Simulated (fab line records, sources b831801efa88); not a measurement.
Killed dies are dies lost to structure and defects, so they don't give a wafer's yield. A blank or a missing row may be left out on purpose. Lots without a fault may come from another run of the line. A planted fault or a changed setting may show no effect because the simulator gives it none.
A struck lot beside a sound one | flow sfq_line | 13 steps out of a route of 325
Sound: wafers L549.1, L549.2, L549.6. Struck: wafers L556.2, L556.5, L556.6. The cause comes at the end.
At each step with rows: each side's tool, then ch and its chambers, then its first start. Under that, the readings that differ: sound wafers | struck wafers | difference of the means | sigmas: that difference in standard deviations of wafers without a fault.
alike: readings whose means differ by less than 2 such deviations, and words and numbers that are the same on both sides. not compared: withheld readings, readings that some wafer has no value for, bounds like >300 that may hide the same value, and numbers for which the record gives no deviation and whose values overlap.
The two part at a step that has a row with sigmas, a row that says differs or no value, or rows on one side only. Numbers that don't overlap but have no deviation are shown without sigmas and don't part them. A reading that every wafer of one side lacks parts them only if that side has two wafers or more.

first, 6 steps without rows for these wafers: SFQ_TRILAYER_M2_LITHO_COAT_062 (resist thk 62 nm); SFQ_TRILAYER_M2_LITHO_COAT_057 (resist thk 600 nm); SFQ_TRILAYER_M2_LITHO_SOFTBAKE_061; SFQ_TRILAYER_M2_LITHO_EXPOSE_058 (exposes mask M2, target cd 500 nm); SFQ_TRILAYER_M2_LITHO_PEB_060 (peb time 60 s); SFQ_TRILAYER_M2_LITHO_DEVELOP_059 (time 60 s).
SFQ_M2_OVL_MEAS_916:
  sound on overlay-01, day 30 18:13; struck on overlay-01, day 31 18:04
  alike: M2_OVL
SFQ_TRILAYER_M2_BARC_OPEN_METAL_ETCH_077: etches BARC in O2, target depth 125 nm, time 41.7 s.
  sound on rie_metal-01 ch 0,1, day 30 18:16; struck on rie_metal-04 ch 0,1, day 31 18:06
  alike: drypump_motor_current_A, oes_product_au
  not compared: rf_hours_counter_h
SFQ_TRILAYER_M2_ETCH_METAL_ETCH_060: etches Nb in Cl2/Ar, stops on SiO2, target depth 240 nm, time 120 s.
  sound on rie_metal-01 ch 0,1, day 30 18:19; struck on rie_metal-04 ch 0,1, day 31 18:10
  alike: drypump_motor_current_A, oes_product_au
  not compared: rf_hours_counter_h
SFQ_TRILAYER_M2_STRIP_STRIP_061: strips in O2.
  sound on rie_metal-01 ch 0,1, day 30 18:26; struck on rie_metal-04 ch 0,1, day 31 18:17
  alike: drypump_motor_current_A, oes_product_au, platen_temp_c
  not compared: rf_hours_counter_h
then, 1 step without rows for these wafers: SFQ_TRILAYER_M2_STRIP_SOLV_CLEAN_062 (cleans in NMP, time 600 s).
SFQ_TRILAYER_I2_DEP_PECVD_063: deposits SiO2 from SiH4/N2O, time 111.11 s, target thk 500 nm.
  sound on pecvd-02 ch 0,2, day 30 19:13; struck on pecvd-03 ch 0,2, day 31 19:04
  reading                                             | sound             | struck            | difference | sigmas
  heater_power_w (W)                                  | 83 72 60          | 100 99 103        | +29        | +3
  rf_fwd_power_W (W)                                  | 182.6 182.4 182.3 | 153.1 153.1 152.8 | -29.4      | -49
  model.SiO2_of_TRILAYER_I2_DEP_PECVD_063.thk_nm (nm) | 507.1 508.1 511.1 | 474.2 480.8 482.2 | -29.7      |
  alike: throttle_valve_pct
SFQ_TRILAYER_I2_CMP_CMP_064: polishes SiO2.
  sound on cmp-01 ch 1,3, day 30 20:59; struck on cmp-02 ch 1,2, day 31 20:29
  reading                | sound          | struck       | difference | sigmas
  motor_current_A (A)    | 11.5 10.8 10.9 | 9.1 8.8 10.1 | -1.7       | -2
  time_to_endpoint_s (s) | 215 212 224    | 196 205 206  | -15        | -2
  alike: platen_rpm, retaining_ring_pressure_frac

WHERE THEY PART
First at SFQ_TRILAYER_I2_DEP_PECVD_063; last, within this record, at SFQ_TRILAYER_I2_CMP_CMP_064.

WHY: what the simulator had put in
Process parameter drift: pecvd-03, from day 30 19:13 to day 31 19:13, at SFQ_TRILAYER_I2_DEP_PECVD_063. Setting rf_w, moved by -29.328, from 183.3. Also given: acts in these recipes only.
